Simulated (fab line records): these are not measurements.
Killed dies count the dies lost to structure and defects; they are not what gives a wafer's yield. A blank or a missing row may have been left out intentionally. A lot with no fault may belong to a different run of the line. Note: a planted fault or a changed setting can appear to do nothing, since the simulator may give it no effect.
Code-filled problem report in 8D (eight disciplines) form / flow gf180mcu / the parts of the form that need people (team, actions taken, sign-off) are left out

1. PROBLEM STATEMENT
CONTACT_W_RS at GF_CONTACT_RS_MEAS_25 reads a mean of 0.325 ohm/sq on 6 wafers of 2 lots; wafers without a fault read 0.382 ohm/sq with a standard deviation of 0.0044. Relative to the usual mean, that is a shift of -13 standard deviations.
The step: measures by four-point-probe.
The first sign was on wafer L643.1 at day 20 13:07, on film_metro-03. The record holds 33 wafers of 11 lots with a number at this step. Rule for "out" (also "out of limits"): further than 4 standard deviations from the usual mean. The rest of the wafers with a number are treated as sound.

2. WHAT IT IS, AND WHAT IT ISN'T
question=which readings at this step | is=CONTACT_W_RS | is not=-
question=which lots | is=L643, L644 | is not=L632, L634, L635, L636, L638, L647, L651, L653, L654
question=which wafers of those lots | is=all that have a number | is not=-
question=read on which gauges | is=film_metro-02, film_metro-03 | is not=film_metro-04
question=when | is=from day 20 13:07 | is not=up to then (15 sound wafers); but 12 sound wafers of L647, L651, L653, L654 came after

3. THE SUSPECTS, EACH WITH WHAT RULES IT OUT
Counting: any tool at a process step up to the reading is kept as a suspect provided that every lot that is out went through it and no sound lot did after the first of them.
- the gauge at GF_CONTACT_RS_MEAS_25 has been ruled out. Those wafers that are out were read across 2 gauges (film_metro-02, film_metro-03).
- pvd_sputter-01 at GF_CONTACT_SPUTTER_23 (material TiN, target thk 10 nm, time 40 s): kept. All lots that are out passed through it, beginning with L643 at day 20 12:59, and no sound lot followed; its final sound lot before that point was L638 at day 18 14:05.
- cvd_w-01 at GF_CONTACT_CVD_24 (deposits W, target thk 300 nm, time 90.339 s): ruled out as a lasting fault. The sound lots L654 went through it after L643, its earliest lot that is out (day 20 13:01).
The count leaves pvd_sputter-01 at GF_CONTACT_SPUTTER_23.

4. THE CAUSE (what the simulator had put in)
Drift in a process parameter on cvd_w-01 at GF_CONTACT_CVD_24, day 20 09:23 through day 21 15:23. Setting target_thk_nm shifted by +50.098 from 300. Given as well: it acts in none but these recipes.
It was ruled out by counting, in error; the rule expects a fault to strike all lots run on its tool from its start on, and this fault did not.

5. THE CHAIN OF EFFECTS, in route order
One row per reading whose mean, taken over the struck wafers that have a number, lies over 3 standard deviations from the usual. Only readings whose record carries a usual standard deviation are examined. hours: median over the lots of the time between each lot's start at the first step of this table that gives one and its start at this step. sigmas: the change, counted in usual standard deviations.
hours=0; step=GF_CONTACT_RS_MEAS_25; reading=CONTACT_W_RS; usual=0.382 ohm/sq; on struck wafers=0.325; change=-0.057; sigmas=-13
hours=4; step=GF_CONTACT_THK_MEAS_26; reading=CONTACT_W_THK; usual=305 nm; on struck wafers=360; change=+54; sigmas=+13
hours=9; step=GF_CONTACT_CMP_27; reading=time_to_endpoint_s; usual=72.5 s; on struck wafers=86.1; change=+13.6; sigmas=+4.7
The process steps in it:
- GF_CONTACT_CMP_27: polishes, stops on SiO2, t overpolish 15 s, target thk 0 nm.

6. HOW IT WOULD HAVE BEEN CAUGHT EARLIER
Counted from the fault's start at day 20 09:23, it took 4 hours until the first out-of-limits reading at a measuring or inspecting step in this record, taken at day 20 13:07.
Tool readings at GF_CONTACT_CVD_24 with a usual standard deviation given in the record: none out on any struck wafer, hence no alarm at a limit of 4 standard deviations on them.
